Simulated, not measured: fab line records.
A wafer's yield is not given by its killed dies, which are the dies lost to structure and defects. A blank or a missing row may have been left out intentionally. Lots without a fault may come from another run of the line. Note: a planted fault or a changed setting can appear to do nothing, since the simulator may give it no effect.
fab line records	flow sky130
record lots=13	wafers=39	lastDay=50
route steps=708 shown LDD_LDN@296 POLY_CUT@315 RES_XHIGH@336 PAD_OPEN@708
lots that met no fault: from a run of the same line without faults
startH: the number of hours between the record's first day and the start of the first shown wafer of the lot	waitH: time in hours since the lot's previous step	" same as the row above	L1.1+2: a single row standing in for several wafers	- no value, or no start given	* or withheld: withheld	< > ~ a bound
route shown NAME@n: NAME is a module with steps in the file, n the number in the route of the first one	usual: mean and standard deviation over wafers with no fault	same: alike in all rows	chamber/n: place in a boat	sites: readings site by site	_std_site: the standard deviation of these	_edge_site: mean of outer sites minus mean of inner sites	radiusMm: for every site, how far away it sits from the centre of the wafer	mask NAME#n: copy n	behind: the tool/chamber that last shaped the wafer	hold: why the lot went on hold/how many hours it stayed there/how the hold came to an end	device: which transistor (n, p or np) failed to switch	end of line: tests of these same wafers at the route's end	a step with no rows: only its recipe	killed: not the wafer's yield, but the dies lost to structure and defects at the first sort	map: the dies of a wafer, with x for killed, . for not killed, _ for no die there
set.NAME: the setting that was run; set.NAME@STEP: the one run at that earlier step	model.NAME: the simulator's own value behind a step, which no gauge read
the route's steps for a sample of lots (tables are steps, rows are wafers)
services: from which hour (startH, from the record's first day; less than 0 if before it) a tool's chamber was out of use, for how many hours, and why
## steps
# step SKY_LDD_LDN_OVL_MEAS_07
# usual LDD_LDN_OVL=-1.3/1.1
lot.wafer	tool	chamber	startH	waitH	LDD_LDN_OVL[nm]
L348.1	overlay-01	-	517.05	0.1	-1.0
L348.2	"	-	"	"	-2.2
L348.5	"	-	"	"	-1.1
L349.1	overlay-01	-	538.83	0.1	-1.7
L349.3	"	-	"	"	-1.5
L349.6	"	-	"	"	-1.3
L350.1	overlay-02	-	543.75	0.1	-1.7
L350.3	"	-	"	"	-0.4
L350.4	"	-	"	"	-0.4
L351.2	overlay-01	-	548.76	0.1	-1.2
L351.5	"	-	"	"	-0.5
L351.6	"	-	"	"	-0.1
L352.2	overlay-01	-	558.51	0.1	-1.6
L352.3	"	-	"	"	-0.8
L352.4	"	-	"	"	0.1
L353.1	overlay-02	-	569.18	0.1	-1.6
L353.2	"	-	"	"	-1.2
L353.4	"	-	"	"	-0.6
L355.2	overlay-02	-	593.31	0.1	-1.7
L355.3	"	-	"	"	-2.6
L355.6	"	-	"	"	-2.0
L356.2	overlay-02	-	600.66	0.1	0.1
L356.5	"	-	"	"	-0.7
L356.6	"	-	"	"	1.0
L360.1	overlay-01	-	626.40	0.1	-0.8
L360.2	"	-	"	"	-2.0
L360.6	"	-	"	"	-1.3
L363.1	overlay-02	-	664.25	0.1	-1.4
L363.3	"	-	"	"	-1.9
L363.6	"	-	"	"	-2.1
L366.1	overlay-01	-	682.35	0.1	-0.3
L366.4	"	-	"	"	-0.7
L366.6	"	-	"	"	-2.1
L371.2	overlay-02	-	729.01	0.1	-2.7
L371.3	"	-	"	"	-2.7
L371.5	"	-	"	"	-3.2
L370.1	overlay-02	-	731.01	0.1	-0.1
L370.2	"	-	"	"	0.9
L370.6	"	-	"	"	1.6
# step SKY_LDD_LDN_TW_MEAS_13
# usual LDD_LDN_TW=1483/11
lot.wafer	tool	chamber	startH	waitH	LDD_LDN_TW
L348.1	filmMetro-04	-	517.79	0.1	1469
L348.2	"	-	"	"	1476
L348.5	"	-	"	"	1484
L349.1	filmMetro-02	-	539.56	0.1	1499
L349.3	"	-	"	"	1494
L349.6	"	-	"	"	1501
L350.1	filmMetro-02	-	544.49	0.1	1486
L350.3	"	-	"	"	1499
L350.4	"	-	"	"	1505
L351.2	filmMetro-02	-	549.50	0.1	1498
L351.5	"	-	"	"	1492
L351.6	"	-	"	"	1494
L352.2	filmMetro-02	-	559.25	0.1	1493
L352.3	"	-	"	"	1498
L352.4	"	-	"	"	1500
L353.1	filmMetro-04	-	571.48	0.1	1473
L353.2	"	-	"	"	1477
L353.4	"	-	"	"	1474
L355.2	filmMetro-03	-	594.05	0.1	1477
L355.3	"	-	"	"	1471
L355.6	"	-	"	"	1480
L356.2	filmMetro-02	-	601.40	0.1	1494
L356.5	"	-	"	"	1491
L356.6	"	-	"	"	1500
L360.1	filmMetro-02	-	627.14	0.1	1493
L360.2	"	-	"	"	1497
L360.6	"	-	"	"	1496
L363.1	filmMetro-03	-	664.99	0.1	1464
L363.3	"	-	"	"	1468
L363.6	"	-	"	"	1473
L366.1	filmMetro-02	-	683.09	0.1	1497
L366.4	"	-	"	"	1494
L366.6	"	-	"	"	1494
L371.2	filmMetro-03	-	729.75	0.1	1485
L371.3	"	-	"	"	1482
L371.5	"	-	"	"	1477
L370.1	filmMetro-02	-	731.74	0.1	1480
L370.2	"	-	"	"	1482
L370.6	"	-	"	"	1479
# step SKY_POLY_CUT_CD_MEAS_08
# recipe targetCdNm=270
# usual cdNm=269.3/1.6
lot.wafer	tool	chamber	startH	waitH	cdNm
L348.1	cdSem-02	-	549.78	-	265.8
L348.2	"	-	"	"	265.6
L348.5	"	-	"	"	266.4
L349.1	cdSem-01	-	571.48	-	267.9
L349.3	"	-	"	"	266.5
L349.6	"	-	"	"	267.8
L350.1	cdSem-02	-	575.63	-	267.5
L350.3	"	-	"	"	268.4
L350.4	"	-	"	"	267.4
L351.2	cdSem-02	-	581.15	-	269.8
L351.5	"	-	"	"	268.5
L351.6	"	-	"	"	268.8
L352.2	cdSem-01	-	590.08	-	269.2
L352.3	"	-	"	"	269.2
L352.4	"	-	"	"	268.5
L353.1	cdSem-01	-	602.53	-	272.1
L353.2	"	-	"	"	271.6
L353.4	"	-	"	"	272.6
L355.2	cdSem-02	-	624.67	-	269.0
L355.3	"	-	"	"	269.9
L355.6	"	-	"	"	270.0
L356.2	cdSem-01	-	631.70	-	268.5
L356.5	"	-	"	"	270.0
L356.6	"	-	"	"	269.6
L360.1	cdSem-01	-	656.95	-	268.6
L360.2	"	-	"	"	268.7
L360.6	"	-	"	"	269.3
L363.1	cdSem-01	-	693.76	-	269.3
L363.3	"	-	"	"	269.3
L363.6	"	-	"	"	269.0
L366.1	cdSem-02	-	712.68	-	268.6
L366.4	"	-	"	"	270.4
L366.6	"	-	"	"	270.1
L371.2	cdSem-02	-	758.58	-	268.9
L371.3	"	-	"	"	270.8
L371.5	"	-	"	"	267.4
L370.1	cdSem-02	-	762.21	-	268.6
L370.2	"	-	"	"	270.3
L370.6	"	-	"	"	269.7
# step SKY_RES_XHIGH_EXPOSE_04
# recipe maskId=URPM	na=0.6	sourceShape=conventional	sigmaOuter=0.6	polarization=unpolarized	targetCdNm=1270	doseMj=140
lot.wafer	tool	chamber	startH	waitH	mask
L348.1+2+5	ilineStepper-01	0	594.60	-	URPM#0
L349.1+3+6	ilineStepper-01	0	616.00	-	URPM#0
L350.1+3+4	ilineStepper-02	0	619.64	-	URPM#0
L351.2+5+6	ilineStepper-01	0	625.70	-	URPM#0
L352.2+3+4	ilineStepper-02	0	633.95	-	URPM#0
L353.1+2+4	ilineStepper-02	0	645.75	-	URPM#0
L355.2+3+6	ilineStepper-02	0	668.73	-	URPM#0
L356.2+5+6	ilineStepper-01	0	675.51	-	URPM#0
L360.1+2+6	ilineStepper-02	0	699.85	-	URPM#0
L363.1+3+6	ilineStepper-02	0	735.38	-	NSDM#0
L366.1+4+6	ilineStepper-02	0	754.29	-	URPM#0
L371.2+3+5	ilineStepper-01	0	798.55	-	URPM#0
L370.1+2+6	ilineStepper-01	0	801.95	-	URPM#0
# step SKY_RES_XHIGH_TW_MEAS_09
# usual RES_XHIGH_TW=1657/16
lot.wafer	tool	chamber	startH	waitH	RES_XHIGH_TW
L348.1	filmMetro-01	-	609.30	0.1	1679
L348.2	"	-	"	"	1674
L348.5	"	-	"	"	1687
L349.1	filmMetro-01	-	630.70	0.1	1678
L349.3	"	-	"	"	1676
L349.6	"	-	"	"	1683
L350.1	filmMetro-02	-	633.76	0.1	1662
L350.3	"	-	"	"	1657
L350.4	"	-	"	"	1666
L351.2	filmMetro-01	-	640.37	0.1	1673
L351.5	"	-	"	"	1674
L351.6	"	-	"	"	1683
L352.2	filmMetro-01	-	648.02	0.1	1681
L352.3	"	-	"	"	1684
L352.4	"	-	"	"	1678
L353.1	filmMetro-02	-	660.35	0.1	1650
L353.2	"	-	"	"	1673
L353.4	"	-	"	"	1657
L355.2	filmMetro-02	-	682.17	0.1	1649
L355.3	"	-	"	"	1671
L355.6	"	-	"	"	1655
L356.2	filmMetro-02	-	689.96	0.1	1663
L356.5	"	-	"	"	1661
L356.6	"	-	"	"	1666
L360.1	filmMetro-04	-	713.16	0.1	1636
L360.2	"	-	"	"	1648
L360.6	"	-	"	"	1633
L363.1	filmMetro-02	-	749.11	0.1	30
L363.3	"	-	"	"	30
L363.6	"	-	"	"	30
L366.1	filmMetro-01	-	767.36	0.1	1671
L366.4	"	-	"	"	1677
L366.6	"	-	"	"	1668
L371.2	filmMetro-02	-	812.06	0.1	1632
L371.3	"	-	"	"	1642
L371.5	"	-	"	"	1641
L370.1	filmMetro-01	-	815.05	0.1	1657
L370.2	"	-	"	"	1662
L370.6	"	-	"	"	1655
# step SKY_PAD_OPEN_PROBE_99
# usual killed_at_M0_to_M3=42/6.6	killed_at_M4_up=3.1/1.9	killedAtContacts=24/5.6	killedAtFrontEnd=15/4.8	killedAtOther=0.3/0.48	killedDies=84/10	killedOnRim=16/3.9	killedOpen=47/6.8	killedShort=37/6.8
# same grossDies=492	killedAtBackSide=0
lot.wafer	tool	chamber	startH	waitH	killed_at_M0_to_M3	killed_at_M4_up	killedAtContacts	killedAtFrontEnd	killedAtOther	killedDies	killedOnRim	killedOpen	killedShort
L348.1	prober-01	-	1071.87	0.1	43	4	30	18	1	96	22	58	37
L348.2	prober-01	-	1071.92	0.1	26	2	21	9	0	58	15	38	20
L348.5	prober-01	-	1072.07	0.2	45	6	25	23	1	100	16	60	40
L349.1	prober-02	-	1083.00	0.1	37	5	27	11	2	82	14	46	36
L349.3	prober-02	-	1083.10	0.2	45	4	25	12	0	86	15	46	40
L349.6	prober-02	-	1083.25	0.2	48	3	21	18	0	90	18	52	38
L350.1	prober-01	-	1088.72	0.1	47	3	19	13	1	83	13	49	34
L350.3	prober-01	-	1088.82	0.2	42	2	28	21	0	93	8	50	43
L350.4	prober-01	-	1088.87	0.2	46	2	22	31	0	101	18	51	50
L351.2	prober-02	-	1092.10	0.1	41	3	20	9	1	74	10	46	28
L351.5	prober-02	-	1092.25	0.2	38	3	22	10	1	74	16	46	28
L351.6	prober-02	-	1092.30	0.2	35	3	31	7	1	77	16	44	33
L352.2	prober-01	-	1097.68	0.1	44	4	27	21	0	96	10	56	40
L352.3	prober-01	-	1097.73	0.2	44	3	24	19	0	90	19	61	29
L352.4	prober-01	-	1097.78	0.2	42	4	24	22	0	92	21	55	37
L353.1	prober-02	-	1106.63	0.1	47	3	18	20	0	88	24	52	36
L353.2	prober-02	-	1106.68	0.1	25	3	28	11	0	67	13	47	20
L353.4	prober-02	-	1106.78	0.2	40	3	25	18	0	86	13	44	42
L355.2	prober-02	-	1122.48	0.1	40	4	27	15	0	86	23	49	37
L355.3	prober-02	-	1122.53	0.2	33	10	17	20	0	80	12	41	39
L355.6	prober-02	-	1122.68	0.2	47	3	20	4	0	74	7	38	36
L356.2	prober-01	-	1126.58	0.1	44	7	26	12	1	90	17	46	44
L356.5	prober-01	-	1126.73	0.2	29	4	31	10	0	74	14	43	31
L356.6	prober-01	-	1126.78	0.2	35	6	24	15	0	80	9	46	34
L360.1	prober-01	-	1145.18	0.1	39	4	17	13	0	73	15	36	37
L360.2	prober-01	-	1145.23	0.1	42	1	22	20	0	85	21	50	35
L360.6	prober-01	-	1145.43	0.2	45	4	21	18	0	88	25	54	34
L363.1	prober-02	-	1168.12	0.1	35	5	13	12	427	492	96	47	18
L363.3	prober-02	-	1168.22	0.2	48	2	20	20	402	492	96	41	49
L363.6	prober-02	-	1168.37	0.2	51	3	6	16	416	492	96	40	37
L366.1	prober-01	-	1180.73	0.1	43	3	29	19	0	94	19	58	36
L366.4	prober-01	-	1180.88	0.2	44	2	27	9	0	82	9	41	41
L366.6	prober-01	-	1180.98	0.2	47	1	21	15	0	84	10	51	33
L371.2	prober-02	-	1203.43	0.1	37	1	26	15	0	79	13	41	38
L371.3	prober-02	-	1203.48	0.2	36	5	27	18	0	86	17	51	35
L371.5	prober-02	-	1203.58	0.2	34	3	24	11	1	73	11	38	35
L370.1	prober-01	-	1205.10	0.1	54	4	25	21	1	105	26	47	58
L370.2	prober-01	-	1205.15	0.1	58	3	35	11	0	107	25	59	47
L370.6	prober-01	-	1205.35	0.2	39	5	23	15	0	82	13	48	34
# killed by level:class
L348.1 CONTACT:geometricParticle:open=11 POLY_GATE:geometricParticle:open=9 LOCAL_INTERCONNECT:geometricParticle:short=9 VIA1:geometricParticle:open=9 VIA2:geometricParticle:open=8 METAL2:geometricParticle:short=7 LI_CONTACT:geometricParticle:open=7 METAL1:geometricParticle:short=4
L348.2 CONTACT:geometricParticle:open=11 VIA1:geometricParticle:open=6 VIA2:geometricParticle:open=5 VIA3:geometricParticle:open=5 LI_CONTACT:geometricParticle:open=4 LOCAL_INTERCONNECT:geometricParticle:short=4 POLY_GATE:geometricParticle:open=3 METAL2:geometricParticle:short=3
L348.5 VIA1:geometricParticle:open=12 CONTACT:geometricParticle:open=10 VIA2:geometricParticle:open=10 POLY_GATE:geometricParticle:open=8 FIELD_ISO:geometricParticle:short=6 LI_CONTACT:geometricParticle:open=6 VIA2:geometricParticle:short=5 POLY_GATE:geometricParticle:short=4
L349.1 CONTACT:geometricParticle:open=13 VIA1:geometricParticle:open=7 VIA2:geometricParticle:open=6 LI_CONTACT:geometricParticle:open=5 LOCAL_INTERCONNECT:geometricParticle:short=5 METAL1:geometricParticle:short=5 VIA1:geometricParticle:short=5 VIA3:geometricParticle:open=5
L349.3 CONTACT:geometricParticle:open=9 VIA1:geometricParticle:open=9 LI_CONTACT:geometricParticle:open=6 VIA3:geometricParticle:open=6 VIA1:geometricParticle:short=5 METAL2:geometricParticle:short=5 VIA2:geometricParticle:open=5 METAL3:geometricParticle:short=5
L349.6 VIA1:geometricParticle:open=11 CONTACT:geometricParticle:open=9 VIA2:geometricParticle:open=8 FIELD_ISO:geometricParticle:short=6 METAL1:geometricParticle:short=6 FIELD_ISO:geometricParticle:open=5 LI_CONTACT:geometricParticle:open=5 LOCAL_INTERCONNECT:geometricParticle:short=4
L350.1 VIA1:geometricParticle:open=10 METAL1:geometricParticle:short=8 VIA3:geometricParticle:open=8 POLY_GATE:geometricParticle:open=6 CONTACT:geometricParticle:open=6 LI_CONTACT:geometricParticle:open=5 CONTACT:geometricParticle:short=5 METAL2:geometricParticle:short=5
L350.3 LI_CONTACT:geometricParticle:open=10 CONTACT:geometricParticle:open=10 VIA1:geometricParticle:open=8 POLY_GATE:geometricParticle:short=6 VIA1:geometricParticle:short=6 VIA2:geometricParticle:open=6 LOCAL_INTERCONNECT:geometricParticle:short=5 METAL1:geometricParticle:short=5
L350.4 CONTACT:geometricParticle:open=10 FIELD_ISO:geometricParticle:open=9 VIA1:geometricParticle:open=8 VIA2:geometricParticle:short=8 VIA1:geometricParticle:short=6 VIA3:geometricParticle:open=6 FIELD_ISO:geometricParticle:short=5 POLY_GATE:geometricParticle:short=5
L351.2 VIA3:geometricParticle:open=9 CONTACT:geometricParticle:open=8 VIA1:geometricParticle:open=7 LOCAL_INTERCONNECT:geometricParticle:short=6 VIA2:geometricParticle:open=6 METAL2:geometricParticle:short=5 POLY_GATE:geometricParticle:open=4 LI_CONTACT:geometricParticle:open=3
L351.5 CONTACT:geometricParticle:open=10 VIA3:geometricParticle:open=10 LI_CONTACT:geometricParticle:open=8 VIA1:geometricParticle:open=7 METAL1:geometricParticle:short=5 FIELD_ISO:geometricParticle:short=4 METAL2:geometricParticle:short=4 LI_CONTACT:geometricParticle:short=3
L351.6 LI_CONTACT:geometricParticle:open=16 VIA2:geometricParticle:open=8 CONTACT:geometricParticle:open=6 LOCAL_INTERCONNECT:geometricParticle:short=5 METAL1:geometricParticle:short=4 VIA1:geometricParticle:short=3 VIA1:geometricParticle:open=3 METAL2:geometricParticle:short=3
L352.2 CONTACT:geometricParticle:open=12 VIA1:geometricParticle:open=11 VIA3:geometricParticle:open=6 POLY_GATE:geometricParticle:open=6 FIELD_ISO:geometricParticle:short=5 LI_CONTACT:geometricParticle:open=5 LOCAL_INTERCONNECT:geometricParticle:short=5 METAL1:geometricParticle:short=5
L352.3 LI_CONTACT:geometricParticle:open=12 VIA1:geometricParticle:open=9 VIA2:geometricParticle:open=9 POLY_GATE:geometricParticle:short=6 METAL2:geometricParticle:short=6 VIA3:geometricParticle:open=5 POLY_GATE:geometricParticle:open=4 SPACER:geometricParticle:open=4
L352.4 LI_CONTACT:geometricParticle:open=11 VIA1:geometricParticle:open=10 POLY_GATE:geometricParticle:short=7 VIA2:geometricParticle:open=6 VIA3:geometricParticle:open=6 FIELD_ISO:geometricParticle:open=5 POLY_GATE:geometricParticle:open=5 CONTACT:geometricParticle:open=5
L353.1 VIA1:geometricParticle:open=15 POLY_GATE:geometricParticle:open=8 VIA2:geometricParticle:open=6 LI_CONTACT:geometricParticle:open=6 LOCAL_INTERCONNECT:geometricParticle:short=5 VIA1:geometricParticle:short=5 METAL2:geometricParticle:short=5 CONTACT:geometricParticle:open=4
L353.2 CONTACT:geometricParticle:open=11 LI_CONTACT:geometricParticle:open=9 VIA1:geometricParticle:open=8 METAL2:geometricParticle:short=5 VIA3:geometricParticle:open=3 POLY_GATE:geometricParticle:open=3 SPACER:geometricParticle:open=3 METAL2:geometricParticle:open=3
L353.4 CONTACT:geometricParticle:open=8 VIA1:geometricParticle:open=8 FIELD_ISO:geometricParticle:open=6 METAL2:geometricParticle:short=6 VIA2:geometricParticle:open=6 VIA3:geometricParticle:short=6 LOCAL_INTERCONNECT:geometricParticle:short=5 CONTACT:geometricParticle:short=5
L355.2 VIA1:geometricParticle:open=11 CONTACT:geometricParticle:short=8 VIA3:geometricParticle:open=8 LI_CONTACT:geometricParticle:open=6 CONTACT:geometricParticle:open=5 METAL2:geometricParticle:short=5 FIELD_ISO:geometricParticle:short=4 POLY_GATE:geometricParticle:open=4
L355.3 VIA1:geometricParticle:open=10 LI_CONTACT:geometricParticle:open=9 METAL4:geometricParticle:short=6 FIELD_ISO:geometricParticle:short=4 POLY_GATE:geometricParticle:short=4 POLY_GATE:geometricParticle:open=4 CONTACT:geometricParticle:open=4 VIA2:geometricParticle:open=4
L355.6 METAL1:geometricParticle:short=14 VIA1:geometricParticle:open=10 CONTACT:geometricParticle:open=9 VIA2:geometricParticle:open=8 LOCAL_INTERCONNECT:geometricParticle:short=4 VIA1:geometricParticle:short=4 METAL2:geometricParticle:short=4 VIA3:geometricParticle:open=4
L356.2 VIA1:geometricParticle:open=10 VIA2:geometricParticle:open=9 CONTACT:geometricParticle:open=7 VIA3:geometricParticle:open=7 LI_CONTACT:geometricParticle:open=6 LOCAL_INTERCONNECT:geometricParticle:short=6 CONTACT:geometricParticle:short=5 METAL1:geometricParticle:short=5
L356.5 CONTACT:geometricParticle:open=12 VIA1:geometricParticle:open=11 FIELD_ISO:geometricParticle:open=6 LI_CONTACT:geometricParticle:open=5 LOCAL_INTERCONNECT:geometricParticle:short=5 CONTACT:geometricParticle:short=5 VIA1:geometricParticle:short=5 METAL2:geometricParticle:short=4
L356.6 LI_CONTACT:geometricParticle:open=10 CONTACT:geometricParticle:open=9 VIA1:geometricParticle:open=7 POLY_GATE:geometricParticle:short=6 VIA2:geometricParticle:open=5 METAL4:geometricParticle:short=5 POLY_GATE:geometricParticle:open=4 METAL2:geometricParticle:open=4
L360.1 VIA1:geometricParticle:open=10 CONTACT:geometricParticle:open=6 VIA1:geometricParticle:short=6 FIELD_ISO:geometricParticle:short=5 METAL2:geometricParticle:short=5 VIA2:geometricParticle:open=5 VIA3:geometricParticle:open=5 LI_CONTACT:geometricParticle:open=4
L360.2 CONTACT:geometricParticle:open=9 VIA1:geometricParticle:open=9 VIA3:geometricParticle:open=7 LI_CONTACT:geometricParticle:open=6 METAL2:geometricParticle:short=6 FIELD_ISO:geometricParticle:open=5 POLY_GATE:geometricParticle:short=5 VIA1:geometricParticle:short=4
L360.6 VIA1:geometricParticle:open=17 FIELD_ISO:geometricParticle:open=7 VIA2:geometricParticle:open=6 CONTACT:geometricParticle:open=6 VIA3:geometricParticle:open=6 POLY_GATE:geometricParticle:short=5 LOCAL_INTERCONNECT:geometricParticle:short=5 CONTACT:geometricParticle:short=5
L363.1 RES_XHIGH:areaExpose=427 VIA1:geometricParticle:open=10 VIA3:geometricParticle:open=8 CONTACT:geometricParticle:open=5 FIELD_ISO:geometricParticle:open=4 POLY_GATE:geometricParticle:open=4 METAL2:geometricParticle:short=4 SPACER:geometricParticle:open=3
L363.3 RES_XHIGH:areaExpose=402 VIA1:geometricParticle:open=10 FIELD_ISO:geometricParticle:open=8 CONTACT:geometricParticle:open=8 METAL2:geometricParticle:short=7 FIELD_ISO:geometricParticle:short=6 METAL1:geometricParticle:short=6 VIA1:geometricParticle:short=6
L363.6 RES_XHIGH:areaExpose=415 VIA1:geometricParticle:open=13 VIA1:geometricParticle:short=7 METAL2:geometricParticle:short=7 METAL1:geometricParticle:short=6 VIA3:geometricParticle:short=6 VIA2:geometricParticle:open=5 SPACER:geometricParticle:short=5
L366.1 VIA1:geometricParticle:open=13 CONTACT:geometricParticle:open=10 VIA3:geometricParticle:open=7 FIELD_ISO:geometricParticle:open=5 LI_CONTACT:geometricParticle:short=5 LI_CONTACT:geometricParticle:open=5 LOCAL_INTERCONNECT:geometricParticle:short=5 VIA2:geometricParticle:open=5
L366.4 VIA3:geometricParticle:open=10 LOCAL_INTERCONNECT:geometricParticle:short=9 VIA1:geometricParticle:short=8 CONTACT:geometricParticle:open=7 VIA1:geometricParticle:open=7 VIA2:geometricParticle:open=6 CONTACT:geometricParticle:short=5 LI_CONTACT:geometricParticle:open=4
L366.6 VIA1:geometricParticle:open=13 LI_CONTACT:geometricParticle:open=11 VIA2:geometricParticle:open=10 METAL1:geometricParticle:short=6 FIELD_ISO:geometricParticle:short=5 LOCAL_INTERCONNECT:geometricParticle:short=4 VIA3:geometricParticle:open=4 POLY_CUT:geometricParticle:open=3
L371.2 CONTACT:geometricParticle:open=9 LI_CONTACT:geometricParticle:open=8 VIA2:geometricParticle:open=6 METAL2:geometricParticle:short=6 FIELD_ISO:geometricParticle:open=5 VIA1:geometricParticle:short=5 METAL1:geometricParticle:short=5 CONTACT:geometricParticle:short=4
L371.3 VIA1:geometricParticle:open=11 CONTACT:geometricParticle:open=10 FIELD_ISO:geometricParticle:open=9 CONTACT:geometricParticle:short=8 VIA2:geometricParticle:open=5 LI_CONTACT:geometricParticle:open=5 FIELD_ISO:geometricParticle:short=4 METAL2:geometricParticle:short=4
L371.5 LI_CONTACT:geometricParticle:open=8 CONTACT:geometricParticle:open=7 METAL1:geometricParticle:short=6 VIA1:geometricParticle:short=6 VIA1:geometricParticle:open=5 FIELD_ISO:geometricParticle:short=4 FIELD_ISO:geometricParticle:open=4 LOCAL_INTERCONNECT:geometricParticle:short=4
L370.1 VIA1:geometricParticle:open=13 METAL2:geometricParticle:short=9 CONTACT:geometricParticle:short=7 FIELD_ISO:geometricParticle:short=6 VIA3:geometricParticle:short=6 VIA1:geometricParticle:short=6 VIA3:geometricParticle:open=6 VIA2:geometricParticle:open=5
L370.2 VIA1:geometricParticle:open=15 CONTACT:geometricParticle:open=12 VIA3:geometricParticle:open=10 METAL2:geometricParticle:short=9 LI_CONTACT:geometricParticle:open=7 CONTACT:geometricParticle:short=7 VIA2:geometricParticle:open=7 LOCAL_INTERCONNECT:geometricParticle:short=5
L370.6 VIA1:geometricParticle:open=10 VIA3:geometricParticle:open=8 CONTACT:geometricParticle:open=7 LI_CONTACT:geometricParticle:open=6 POLY_GATE:geometricParticle:short=5 VIA1:geometricParticle:short=4 CONTACT:geometricParticle:short=4 VIA2:geometricParticle:short=4
## services
tool	chamber	startH	hours	kind
ilineStepper-02	-	676.04	1.7	pm
ilineStepper-01	-	677.04	25.5	repair
ilineStepper-02	-	713.90	9.7	repair
ilineStepper-02	-	723.62	4.4	pm
ilineStepper-01	-	732.17	2.1	pm
ilineStepper-01	-	734.25	-	consumableReplace:lamp
ilineStepper-02	-	756.70	4.8	repair
ilineStepper-01	-	778.61	1.7	pm
## key
firstSign step=SKY_RES_XHIGH_EXPOSE_04	reading=mask	direction=changed
effect step=SKY_RES_XHIGH_TW_MEAS_09	reading=RES_XHIGH_TW	direction=down	sigmas=99+	usual=1657	struck=30
effect step=SKY_PAD_OPEN_PROBE_99	reading=killedAtOther	direction=up	sigmas=99+	usual=0.3	struck=415
moreKillsBornAt SKY_RES_XHIGH_EXPOSE_04@ilineStepper-02=1244
metAt SKY_RES_XHIGH_EXPOSE_04
struckLots L363
testerLeftOut L363
notActingAt SKY_LDD_LDN_OVL_MEAS_07,SKY_LDD_LDN_TW_MEAS_13,SKY_POLY_CUT_CD_MEAS_08
onsetBetween 699.85 735.38
fault kind=wrongMask	tool=any	chamber=-	onsetH=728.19	steps=SKY_RES_XHIGH_EXPOSE_04	auxCopy=NSDM#0	scope=struckLotsOnly
# testerLeftOut: of these lots the tester's yield and bins aren't shown, on N5 and GAA mostly nor the transistor test; their killed dies are dies lost to structure and defects alone, not to doping, threshold or leakage, so they don't give the yield
